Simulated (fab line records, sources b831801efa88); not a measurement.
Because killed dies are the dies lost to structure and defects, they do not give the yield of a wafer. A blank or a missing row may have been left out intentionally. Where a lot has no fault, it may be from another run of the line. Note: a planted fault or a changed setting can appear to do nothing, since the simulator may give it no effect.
Matching of chambers    flow gf180mcu    GF_V1_ETCH_16 on rie-diel-03 has 4 sister chambers
The step etches BARC in N2/H2. 4 wafers are shown with their chamber, then 6 later ones without.

== EACH WAFER AND ITS CHAMBER ==
wafer   chamber  oes-product-au (a.u.)
L827.1  3        0.858
L827.4  0        0.848
L830.2  1        0.856
L830.5  2        0.852

== WAFERS WHOSE CHAMBER IS MISSING ==
wafer   oes-product-au (a.u.)
L831.1  0.853
L831.2  0.858
L831.3  0.864
L835.1  0.852
L835.4  0.846
L835.5  0.857

== CHAMBER TAKEN BY EACH ==
wafer   from the rows above                in truth
L831.1  can't be placed: 2 or 1 or 0 or 3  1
L831.2  can't be placed: 3 or 1            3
L831.3  can't be placed: 3 or 1            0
L835.1  can't be placed: 2 or 0 or 1       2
L835.4  can't be placed: 0 or 2            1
L835.5  can't be placed: 1 or 3 or 2       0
Placed correctly: 0 of 6. Unplaceable from these rows: 6, with the true chamber sitting among the candidates in 3. 0 placed wrongly.
How it was worked out, from the rows above alone: a wafer's distance from a chamber is the root of the sum, over the readings, of the square of ((its reading less the chamber's mean) divided by the reading's scatter). The wafer belongs to the nearest chamber; if the next one is less than 2 further off, it can't be placed. For every chamber, the mean is computed from those of its wafers that are shown. The scatter (one wafer shown for each chamber): square how far every hidden wafer sits from the nearest shown wafer, average those squares and take the square root.
